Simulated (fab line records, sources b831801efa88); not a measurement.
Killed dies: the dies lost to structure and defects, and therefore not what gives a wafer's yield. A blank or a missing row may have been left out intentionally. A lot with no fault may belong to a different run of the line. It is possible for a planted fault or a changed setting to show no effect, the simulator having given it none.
The same fault as seen by 2 desks ; flow sky130 ; only its own numbers are on each desk; what lay behind them is given at the end

== DESK OF THE TOOL OWNER: pvd sputter-02 ==
The tool's own readings at SKY_METAL1_SPUTTER_02 (material AlCu, target thk 250 nm, time 13.3 s): means of the sampled wafers that have a number, for each lot that ran on this tool. If a lot's mean is further than 4 standard deviations from the usual mean, the lot is out of limits and carries the mark OUT (the distance appears in the brackets).
Columns: A = chamber pressure pa at SKY_METAL1_SPUTTER_02, usual 0.3999 Pa; B = throttle valve pct at SKY_METAL1_SPUTTER_02, usual 30.2 %
lot;first seen here;A;B
L836;day 34 00:51;0.3989;30.6
L835;day 34 02:35;0.3981;31.9
This desk's verdict: no lot among the 2 shows anything out of limits.

== METROLOGY DESK ==
What the gauges read, lot by lot, whatever tool the lot ran on: means of the sampled wafers that have a number. If a lot's mean is further than 4 standard deviations from the usual mean, the lot is out of limits and carries the mark OUT (the distance appears in the brackets).
Columns: A = METAL1_ALCU_RS at SKY_METAL1_RS_MEAS_05, usual 0.1274 ohm/sq; B = METAL1_ALCU_THK at SKY_METAL1_THK_MEAS_06, usual 248 nm
lot;first seen here;A;B
L829;day 31 13:09;0.1286;246
L830;day 31 16:21;0.1275;248
L831;day 32 00:24;0.1315;239
L832;day 34 00:38;0.1282;247
L836;day 34 01:01;0.1010 (-16) OUT;310 (+16) OUT
L835;day 34 02:43;0.1012 (-15) OUT;311 (+17) OUT
L837;day 34 08:43;0.1258;250
L839;day 35 17:54;0.1260;253
L840;day 35 23:25;0.1260;250
L844;day 36 05:47;0.1288;247
L843;day 36 07:02;0.1296;243
L847;day 37 06:02;0.1285;243
L849;day 37 16:59;0.1276;249
L852;day 38 15:15;0.1274;248
This desk reports L835, L836 out of limits; the earliest was L836 at day 34 01:01 (METAL1_ALCU_RS at SKY_METAL1_RS_MEAS_05). L829, L830, L831, L832, L837, L839, L840, L844, L843, L847, L849, L852 stayed within limits.

== PUT TOGETHER ==
L835, L836 would have let the metrology desk raise an alarm at day 34 01:01.
The desk of the tool owner found nothing out of limits.
The tool owner's desk has L835, L836 on record, within its limits.
The lots listed all ran SKY_METAL1_SPUTTER_02 on pvd sputter-02.

== WHAT WAS PUT IN BY THE SIMULATOR ==
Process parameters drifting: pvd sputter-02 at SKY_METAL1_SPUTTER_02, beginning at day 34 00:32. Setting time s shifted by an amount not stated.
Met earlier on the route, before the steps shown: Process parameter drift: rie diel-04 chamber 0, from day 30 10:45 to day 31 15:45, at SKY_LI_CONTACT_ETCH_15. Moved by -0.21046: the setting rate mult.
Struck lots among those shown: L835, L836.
Time in hours between the start of the fault and the first out-of-limits reading at each desk: metrology desk, 0.
